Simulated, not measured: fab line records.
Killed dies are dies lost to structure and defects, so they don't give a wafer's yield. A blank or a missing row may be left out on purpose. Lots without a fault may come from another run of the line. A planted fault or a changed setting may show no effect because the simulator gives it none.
Which tool was responsible?    flow gf180mcu    6 lots with 18 wafers sampled at 3 steps, on a route of 602 steps

== WHAT THE GAUGES SHOWED, per wafer ==
GF_LVPWELL_TW_MEAS_11.
lot   measured     on             LVPWELL_TW
L881  day 4 07:16  film_metro-02  558.5 555.2 556.6
L886  day 5 12:25  film_metro-01  558.9 556.5 558.2
L889  day 6 04:02  film_metro-01  560.9 560.1 559.4
L891  day 6 14:54  film_metro-04  561.3 560.8 558.7
L893  day 7 08:25  film_metro-04  559.9 560.0 560.8
L901  day 9 04:11  film_metro-04  562.8 561.1 564.4

== EACH LOT AND THE TOOL THAT RAN IT (in order: tool; ch and the chambers of the sampled wafers; start) ==
lot   GF_NWELL_STRIP_10                    GF_LVPWELL_STRIP_10
L881  plasma_asher-01 ch 0,1, day 3 17:54  plasma_asher-01 ch 0,1, day 4 07:10
L886  plasma_asher-04 ch 0, day 4 21:28    plasma_asher-01 ch 0, day 5 12:19
L889  plasma_asher-03 ch 0,1, day 5 13:20  plasma_asher-01 ch 0,1, day 6 03:57
L891  plasma_asher-04 ch 0,1, day 5 23:26  plasma_asher-02 ch 0,1, day 6 14:48
L893  plasma_asher-01 ch 0,1, day 6 14:11  plasma_asher-02 ch 0,1, day 7 08:18
L901  plasma_asher-03 ch 1, day 8 10:53    plasma_asher-01 ch 0,1, day 9 04:05
- GF_NWELL_STRIP_10: strips in O2/N2.
- GF_LVPWELL_STRIP_10: strips in O2/N2.

== THE ANSWER, worked out from the rows above alone ==
Rule: the usual values come from the lots themselves. The widest of any qualifying gaps counts: lots, ordered by their means at a reading, are off when they make up no more than a third of the lots, leave a main group of 4 or more, and stand apart from it by 3 or more times the standard deviation of that group's means. The tables above print the reading to a certain number of digits; a main group whose means all agree to those digits is not used. A lot without any number at a reading at which 4 lots or more have one is off too. The other lots that the step has rows for count as sound.
Across all readings shown, no lot is off: no conclusion can be drawn from this.

== WHAT HAD BEEN PUT IN BY THE SIMULATOR ==
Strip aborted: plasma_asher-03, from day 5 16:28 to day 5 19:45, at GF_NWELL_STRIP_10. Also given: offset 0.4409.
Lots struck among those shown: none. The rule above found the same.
